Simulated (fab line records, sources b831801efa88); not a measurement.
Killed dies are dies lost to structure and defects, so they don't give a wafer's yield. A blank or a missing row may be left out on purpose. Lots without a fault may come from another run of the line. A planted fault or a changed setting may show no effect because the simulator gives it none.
Which tool did it? | flow sky130 | 12 lots, 36 wafers sampled, at 5 steps of a route of 708

WHAT THE GAUGES READ, wafer by wafer
SKY_SONOS_ONO_THK_MEAS_05.
lot  | measured     | on            | SONOS_ONO_CVD_04_THK (nm)
L500 | day 11 20:19 | film_metro-03 | 5.80 5.74 5.78
L501 | day 12 01:48 | film_metro-03 | 5.66 5.79 5.88
L504 | day 12 19:37 | film_metro-02 | 5.76 5.77 5.67
L505 | day 13 09:14 | film_metro-02 | 5.72 5.69 5.77
L512 | day 15 16:08 | film_metro-02 | 5.82 5.79 5.63
L514 | day 16 05:50 | film_metro-04 | 5.58 5.51 5.50
L515 | day 16 12:50 | film_metro-04 | 5.48 5.42 5.58
L516 | day 17 01:52 | film_metro-02 | 5.69 5.66 5.56
L517 | day 17 08:53 | film_metro-03 | 5.43 5.40 5.52
L518 | day 17 18:56 | film_metro-04 | 5.74 5.66 5.70
L522 | day 19 06:07 | film_metro-04 | 5.55 5.56 5.47
L523 | day 19 11:41 | film_metro-03 | 5.48 5.53 5.52

SKY_POLY_GATE_THK_MEAS_04.
lot  | measured     | on            | POLY_GATE_CVD_03_THK (nm)
L500 | day 15 10:07 | film_metro-03 | 76.2 76.1 76.8
L501 | day 15 11:59 | film_metro-01 | 75.9 75.8 75.5
L504 | day 16 12:32 | film_metro-02 | 75.3 75.7 75.6
L505 | day 17 03:53 | film_metro-03 | 74.8 74.6 74.2
L512 | day 19 17:10 | film_metro-01 | 74.9 74.8 75.1
L514 | day 20 08:34 | film_metro-03 | 74.7 75.3 74.8
L515 | day 20 21:42 | film_metro-01 | 76.3 75.6 75.5
L516 | day 21 06:03 | film_metro-01 | 75.9 75.7 75.2
L517 | day 21 13:34 | film_metro-03 | 76.6 75.6 76.1
L518 | day 21 23:40 | film_metro-01 | 75.2 75.4 74.9
L522 | day 23 10:50 | film_metro-03 | 74.5 74.3 74.3
L523 | day 23 15:28 | film_metro-01 | 73.9 74.2 74.0

SKY_POLY_GATE_THK_MEAS_21.
lot  | measured     | on            | POLY_GATE_OXIDATION_THK (nm)
L500 | day 16 17:50 | film_metro-01 | 4.14 4.20 4.13
L501 | day 16 18:46 | film_metro-02 | 4.00 3.96 4.02
L504 | day 17 20:31 | film_metro-02 | 4.08 4.01 4.11
L505 | day 18 12:47 | film_metro-02 | 4.00 3.98 3.95
L512 | day 21 02:28 | film_metro-01 | 4.04 3.97 4.00
L514 | day 21 17:36 | film_metro-01 | 4.03 4.13 4.00
L515 | day 22 07:06 | film_metro-03 | 5.82 6.02 5.87
L516 | day 22 14:49 | film_metro-03 | 5.88 5.90 5.78
L517 | day 22 21:55 | film_metro-03 | 3.98 3.99 3.93
L518 | day 23 08:20 | film_metro-01 | 3.94 3.95 3.93
L522 | day 24 19:34 | film_metro-03 | 3.91 4.03 3.90
L523 | day 25 00:09 | film_metro-01 | 4.03 3.90 3.91

WHICH TOOL RAN EACH LOT (tool, then ch and the chambers of the sampled wafers, then the start)
lot  | SKY_RES_PROTECT_STRIP_07             | SKY_POLY_GATE_OXIDATION_20
L500 | plasma_asher-03 ch 0,1, day 15 08:01 | furnace-01 ch 0, day 16 16:35
L501 | plasma_asher-04 ch 0,1, day 15 10:22 | furnace-02 ch 0, day 16 17:30
L504 | plasma_asher-01 ch 0,1, day 16 10:57 | furnace-02 ch 0, day 17 19:16
L505 | plasma_asher-03 ch 0,1, day 17 02:19 | furnace-01 ch 0, day 18 11:32
L512 | plasma_asher-04 ch 0, day 19 15:36   | furnace-01 ch 0, day 21 01:13
L514 | plasma_asher-03 ch 0,1, day 20 06:55 | furnace-01 ch 0, day 21 16:21
L515 | plasma_asher-04 ch 0,1, day 20 17:49 | furnace-02 ch 0, day 22 05:51
L516 | plasma_asher-01 ch 0,1, day 21 03:48 | furnace-02 ch 0, day 22 13:34
L517 | plasma_asher-01 ch 0,1, day 21 11:18 | furnace-01 ch 0, day 22 20:40
L518 | plasma_asher-03 ch 0,1, day 21 22:06 | furnace-01 ch 0, day 23 07:05
L522 | plasma_asher-03 ch 0,1, day 23 07:25 | furnace-01 ch 0, day 24 18:19
L523 | plasma_asher-04 ch 0,1, day 23 13:54 | furnace-01 ch 0, day 24 22:54
- SKY_RES_PROTECT_STRIP_07: strips in O2/N2.
- SKY_POLY_GATE_OXIDATION_20: stabilise 600 s, purge 300 s, target thk 4 nm.

WHAT THE TOOLS THEMSELVES READ (means of the sampled wafers that have a number; where no wafer has one, the mark that the record gives instead)
SKY_RES_PROTECT_STRIP_07.
lot  | tool            | drypump_motor_current_A (A) | oes_product_au (a.u.) | strip_time_to_endpoint_s (s)
L500 | plasma_asher-03 | 5.69                        | 0.512                 | 23.38
L501 | plasma_asher-04 | 6.05                        | 0.517                 | 23.36
L504 | plasma_asher-01 | 5.98                        | 0.519                 | 23.39
L505 | plasma_asher-03 | 5.69                        | 0.516                 | 23.38
L512 | plasma_asher-04 | 6.08                        | 0.522                 | 23.33
L514 | plasma_asher-03 | 5.83                        | 0.519                 | 23.37
L515 | plasma_asher-04 | 6.06                        | 0.519                 | 23.36
L516 | plasma_asher-01 | 5.98                        | 0.514                 | 23.35
L517 | plasma_asher-01 | 5.71                        | 0.519                 | 23.33
L518 | plasma_asher-03 | 5.69                        | 0.511                 | 23.41
L522 | plasma_asher-03 | 5.83                        | 0.513                 | 23.37
L523 | plasma_asher-04 | 6.05                        | 0.512                 | 23.38

SKY_POLY_GATE_OXIDATION_20.
lot  | tool       | spike_tc_bottom_C (C) | spike_tc_centre_C (C) | spike_tc_lower_C (C) | spike_tc_top_C (C) | spike_tc_upper_C (C) | zone_power_lower_pct (%) | zone_power_top_pct (%)
L500 | furnace-01 | 873                   | 850.9                 | 851.1                | 864.1              | 850.8                | 14.8                     | 30.7
L501 | furnace-02 | 864                   | 849.2                 | 852.1                | 863.5              | 851.0                | 15.9                     | 30.7
L504 | furnace-02 | 864                   | 848.5                 | 850.5                | 862.7              | 849.9                | 16.1                     | 30.4
L505 | furnace-01 | 872                   | 851.3                 | 851.3                | 865.4              | 850.9                | 15.0                     | 30.6
L512 | furnace-01 | 873                   | 850.9                 | 852.0                | 866.0              | 851.6                | 14.8                     | 30.7
L514 | furnace-01 | 873                   | 851.4                 | 850.5                | 864.0              | 852.2                | 14.9                     | 30.7
L515 | furnace-02 | 896                   | 881.5                 | 883.8                | 894.8              | 884.2                | 17.2                     | 32.4
L516 | furnace-02 | 897                   | 881.1                 | 883.5                | 896.7              | 883.3                | 17.2                     | 32.2
L517 | furnace-01 | 872                   | 850.5                 | 850.4                | 864.0              | 850.5                | 14.9                     | 30.8
L518 | furnace-01 | 872                   | 851.6                 | 850.9                | 864.2              | 850.9                | 15.0                     | 30.9
L522 | furnace-01 | 872                   | 852.0                 | 850.5                | 864.6              | 851.6                | 14.9                     | 30.6
L523 | furnace-01 | 873                   | 850.7                 | 849.6                | 865.5              | 852.0                | 15.0                     | 30.9

THE ANSWER, worked out from the rows above alone
Rule: what is usual is taken from the lots themselves. Put in order of their means at a reading, lots are off if they are a third of the lots or fewer, leave a main group of 4 or more, and stand apart from it by a gap of 3 or more times the standard deviation of the main group's means; of several such gaps the widest counts. A main group whose means are all the same, to the digits that the tables above print for the reading, isn't used. A lot without any number at a reading at which 4 lots or more have one is off too. The other lots that the step has rows for count as sound. The gauges are gone through in route order, then the tools' own readings, and for those a lot's mean is taken as printed above. The first step at which some lot is off is used, and at that step the reading that is off furthest; a lot without a number counts as furthest.
Off: L515, L516, at SKY_POLY_GATE_THK_MEAS_21 (POLY_GATE_OXIDATION_THK). The main group: mean 4.00 nm, standard deviation 0.065.
A tool fits if, at a process step before that reading, it ran every lot that is off, and no sound lot after the first of them. The gauges at SKY_POLY_GATE_THK_MEAS_21 aren't tried: what is off there is off at SKY_POLY_GATE_OXIDATION_20 too, on other tools, and a gauge's error can't cause that. One fits: furnace-02 at SKY_POLY_GATE_OXIDATION_20. Its last sound lot is L504 (day 17 19:16), its first lot that is off L515 (day 22 05:51): a fault that began between those two fits.
The tool's own readings at SKY_POLY_GATE_OXIDATION_20 bear it out: on the lots that are off they differ by more than 5 times the standard deviation of the sound lots' means. spike_tc_bottom_C reads 896 C there against 871 C on the sound lots; spike_tc_centre_C reads 881.3 C there against 850.7 C on the sound lots; spike_tc_lower_C reads 883.6 C there against 850.9 C on the sound lots; spike_tc_top_C reads 895.8 C there against 864.4 C on the sound lots; spike_tc_upper_C reads 883.8 C there against 851.1 C on the sound lots; zone_power_top_pct reads 32.3 % there against 30.7 % on the sound lots.

WHAT THE SIMULATOR HAD PUT IN
Process parameter drift: furnace-02, from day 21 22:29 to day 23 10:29, at SKY_POLY_GATE_OXIDATION_20. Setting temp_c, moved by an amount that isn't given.
Lots struck among those shown: L515, L516. The rule above found the same.
